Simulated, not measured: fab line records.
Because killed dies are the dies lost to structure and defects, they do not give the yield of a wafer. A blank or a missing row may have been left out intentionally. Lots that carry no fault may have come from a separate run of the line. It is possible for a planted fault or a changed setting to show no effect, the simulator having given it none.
Matching of chambers	flow sky130	SKY_VIA4_ETCH_12 on rie_diel-04: 4 sister chambers
The step etches SiO2 in C4F8/O2/Ar, stops on TiN, target depth 580 nm. 4 wafers are shown with their chamber, then 7 later ones without.

== WAFERS PAIRED WITH THEIR CHAMBERS ==
wafer	chamber	oes_product_au (a.u.)
L664.2	0	0.926
L664.3	1	0.929
L668.1	3	0.921
L668.2	2	0.920

== WAFERS WITH NO CHAMBER GIVEN ==
wafer	oes_product_au (a.u.)
L668.4	0.926
L675.1	0.933
L675.4	0.921
L675.5	0.922
L679.1	0.926
L679.4	0.924
L679.6	0.926

== WHICH CHAMBER EACH ONE RAN IN ==
wafer	from the rows above	in truth
L668.4	can't be placed: 0 or 1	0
L675.1	can't be placed: 1 or 0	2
L675.4	can't be placed: 3 or 2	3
L675.5	can't be placed: 3 or 2 or 0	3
L679.1	can't be placed: 0 or 1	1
L679.4	can't be placed: 0 or 3 or 2 or 1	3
L679.6	can't be placed: 0 or 1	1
0 of 7 placed correctly. Cannot be placed on the basis of these rows: 7; the candidates contain the true chamber in 6. Wrongly placed: 0.
How it was worked out, from the rows above alone: a wafer's distance from a chamber is the root of the sum, over the readings, of the square of ((its reading less the chamber's mean) divided by the reading's scatter). If the next closest chamber is less than 2 further off than the closest, the wafer can't be placed; otherwise it belongs to the closest. A chamber's mean is the mean of its shown wafers. The scatter (one wafer shown for each chamber): square how far every hidden wafer sits from the nearest shown wafer, average those squares and take the square root.
